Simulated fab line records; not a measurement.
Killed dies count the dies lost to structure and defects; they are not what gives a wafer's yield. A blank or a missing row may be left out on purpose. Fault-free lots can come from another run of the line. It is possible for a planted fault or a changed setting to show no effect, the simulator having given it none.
A struck lot beside a sound one -- flow gf180mcu -- 27 out of 602 route steps
Sound: wafers L565.4, L565.5, L565.6. Wafers L571.1, L571.2, L571.6 were the ones struck. At the end, the cause is stated.
At each step with rows: each side's tool, then ch and its chambers, then its first start. Under that, the readings that differ: sound wafers -- struck wafers -- difference of the means -- sigmas: that difference in standard deviations of wafers without a fault.
alike: readings with means less than 2 such deviations apart, plus words and numbers identical on both sides. not compared: withheld readings, readings lacking a value on some wafer, bounds such as >300 that could conceal the same value, and numbers that have no deviation in the record and whose values overlap.
A row with sigmas, a row that says differs or no value, or rows on one side alone: a step with any of these is where the two part. Numbers that don't overlap but have no deviation are shown without sigmas and don't part them. Lack of a reading on every wafer of one side parts them only where that side has two or more wafers.

GF_DNWELL_STRIP_08: strips in O2/N2.
  sound on plasma_asher-03 ch 0,1, day 3 22:08; struck on plasma_asher-03 ch 0,1, day 5 01:57
  alike: drypump_motor_current_A, heater_power_w, o2_flow_sccm, oes_product_au, strip_time_to_endpoint_s
  not compared: rf_hours_counter_h
GF_DNWELL_TW_MEAS_09:
  sound: film_metro-03 at day 3 22:14; struck: film_metro-04 at day 5 02:03
  alike: DNWELL_TW
then, 7 steps without rows for these wafers: GF_NWELL_DEHYDRATE_00 (time 60 s); GF_NWELL_HMDS_01 (prime time 60 s); GF_NWELL_COAT_02 (resist thk 3000 nm); GF_NWELL_SOFTBAKE_03; GF_NWELL_EXPOSE_04 (exposes mask Nwell, target cd 860 nm); GF_NWELL_PEB_05; GF_NWELL_DEVELOP_06 (develop time 60 s).
GF_NWELL_OVL_MEAS_07:
  sound: overlay-01 at day 4 12:21; struck: overlay-01 at day 5 16:29
  alike: NWELL_OVL
then, 2 steps without rows for these wafers: GF_NWELL_IMPLANT_08; GF_NWELL_IMPLANT_09.
GF_NWELL_STRIP_10: strips in O2/N2.
  sound on plasma_asher-01 ch 0,1, day 4 12:42; struck on plasma_asher-04 ch 0,1, day 5 16:49
reading,sound,struck,difference,sigmas
oes_product_au (a.u.),0.723 0.726 0.717,0.958 0.951 0.953,+0.232,+61
strip_time_to_endpoint_s (s),36.84 36.87 36.78,- - -,no value on the struck wafers,
model.coat_of_NWELL_COAT_02.thk_nm (nm),0 0 0,912.5 910.8 908.5,+910.6,
  alike: drypump_motor_current_A, heater_power_w, o2_flow_sccm
  not compared: rf_hours_counter_h
GF_NWELL_TW_MEAS_11:
  sound: film_metro-01 at day 4 12:48; struck: film_metro-04 at day 5 16:55
  alike: NWELL_TW
then, 7 steps without rows for these wafers: GF_LVPWELL_DEHYDRATE_00 (time 60 s); GF_LVPWELL_HMDS_01 (prime time 60 s); GF_LVPWELL_COAT_02 (resist thk 2940 nm); GF_LVPWELL_SOFTBAKE_03; GF_LVPWELL_EXPOSE_04 (exposes mask LVPWELL, target cd 600 nm); GF_LVPWELL_PEB_05; GF_LVPWELL_DEVELOP_06 (develop time 60 s).
GF_LVPWELL_OVL_MEAS_07:
  sound: overlay-01 at day 5 02:54; struck: overlay-02 at day 6 07:28
reading,sound,struck,difference,sigmas
LVPWELL_OVL (nm),-3.0 -2.3 -2.9,-1.0 1.3 0.6,+3.0,+2
then, 2 steps without rows for these wafers: GF_LVPWELL_IMPLANT_08; GF_LVPWELL_IMPLANT_09.
GF_LVPWELL_STRIP_10: strips in O2/N2.
  sound on plasma_asher-04 ch 0,1, day 5 03:15; struck on plasma_asher-04 ch 0,1, day 6 07:48
reading,sound,struck,difference,sigmas
strip_time_to_endpoint_s (s),36.19 36.24 36.24,49.75 49.74 49.65,+13.49,+99 or more
  alike: drypump_motor_current_A, heater_power_w, o2_flow_sccm, oes_product_au
  not compared: rf_hours_counter_h
GF_LVPWELL_TW_MEAS_11:
  sound: film_metro-01 at day 5 03:21; struck: film_metro-02 at day 6 08:08
reading,sound,struck,difference,sigmas
LVPWELL_TW,558 557 561,30 30 30,-529,-99 or more
  not compared: hold
GF_PASSIVATION_PROBE_99:
  rows exist in the record for the sound wafers here (prober-02, day 31 03:56), none for the struck ones

== WHERE THEY PART ==
First at GF_NWELL_STRIP_10; last, within this record, at GF_PASSIVATION_PROBE_99.

WHY: what had been put in by the simulator
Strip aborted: plasma_asher-04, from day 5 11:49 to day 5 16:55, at GF_NWELL_STRIP_10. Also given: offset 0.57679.
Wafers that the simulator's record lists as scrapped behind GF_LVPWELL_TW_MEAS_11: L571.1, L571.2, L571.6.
